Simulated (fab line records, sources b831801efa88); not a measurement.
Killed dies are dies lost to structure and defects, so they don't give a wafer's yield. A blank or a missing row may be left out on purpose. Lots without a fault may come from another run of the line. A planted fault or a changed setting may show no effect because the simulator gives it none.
Problem report in the 8D (eight disciplines) form, filled by code | flow sky130 | the parts of the form that need people (team, actions taken, sign-off) are left out

1. THE PROBLEM
strip_time_to_endpoint_s at SKY_VT_ADJUST_PCH_STRIP_09 reads a mean of 38.06 s on 4 wafers of 2 lots; wafers without a fault read 36.84 s with a standard deviation of 0.12. That is +10 standard deviations from the usual mean.
The step: strips in O2/N2.
First seen on wafer L696.4, day 15 00:09, on plasma_asher-04. The record holds 42 wafers of 14 lots with a number at this step. Rule for "out", or "out of limits": more than 4 standard deviations from the usual mean. The other wafers with a number count as sound.

2. WHAT IT IS AND WHAT IT IS NOT
question                    | is                             | is not
which readings at this step | strip_time_to_endpoint_s       | drypump_motor_current_A
which lots                  | L696, L697                     | L682, L683, L685, L686, L688, L698, L699, L700, L701, L702, L703, L704
which wafers of those lots  | L696.4, L696.6, L697.2, L697.4 | L696.5, L697.6
read on which tools         | plasma_asher-04                | plasma_asher-02, plasma_asher-03
when                        | from day 15 00:09              | up to then (16 sound wafers); but 22 sound wafers of L697, L698, L699, L700, L701, L702, L703, L704 came after

3. SUSPECTS, AND WHAT RULES EACH OUT
Counting: a tool at a process step up to the reading stays a suspect if it ran every lot that is out. Sound lots after the first of them don't rule it out here, since some wafers of a struck lot are sound.
- plasma_asher-04 at SKY_VT_ADJUST_PCH_STRIP_09 (strips in O2/N2): kept. It ran every lot that is out, first L696 (day 15 00:09); its last sound lot up to then is L683 (day 10 17:52). Its own readings are out on those wafers: strip_time_to_endpoint_s.
- Within plasma_asher-04 at SKY_VT_ADJUST_PCH_STRIP_09: the wafers that are out ran in chamber 0; their sound lot-mates ran in chamber 1.
Left after counting: plasma_asher-04 at SKY_VT_ADJUST_PCH_STRIP_09.

4. THE CAUSE (what the simulator had put in)
Process parameter drift: plasma_asher-04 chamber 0, from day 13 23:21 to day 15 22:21, at SKY_VT_ADJUST_PCH_STRIP_09. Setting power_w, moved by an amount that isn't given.
Counting left only this tool.

5. THE CHAIN OF EFFECTS, in route order
Each row: a reading whose mean over the struck wafers that have a number lies more than 3 standard deviations from the usual. Only readings for which the record gives a usual standard deviation are gone through. hours: the time from each lot's start at the first step in this table that gives one to its start at this step, as a median over the lots. sigmas: the change in usual standard deviations.
hours | step                       | reading                  | usual      | on struck wafers | change | sigmas
0     | SKY_VT_ADJUST_PCH_STRIP_09 | oes_product_au           | 0.723 a.u. | 0.708            | -0.015 | -3.1
0     | SKY_VT_ADJUST_PCH_STRIP_09 | strip_time_to_endpoint_s | 36.84 s    | 38.06            | +1.22  | +10
The process steps in it:
- SKY_VT_ADJUST_PCH_STRIP_09: strips in O2/N2.

6. WHAT WOULD HAVE CAUGHT IT SOONER
In this record the first reading out of limits was taken at day 15 00:09, 25 hours after the fault began at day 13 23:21.
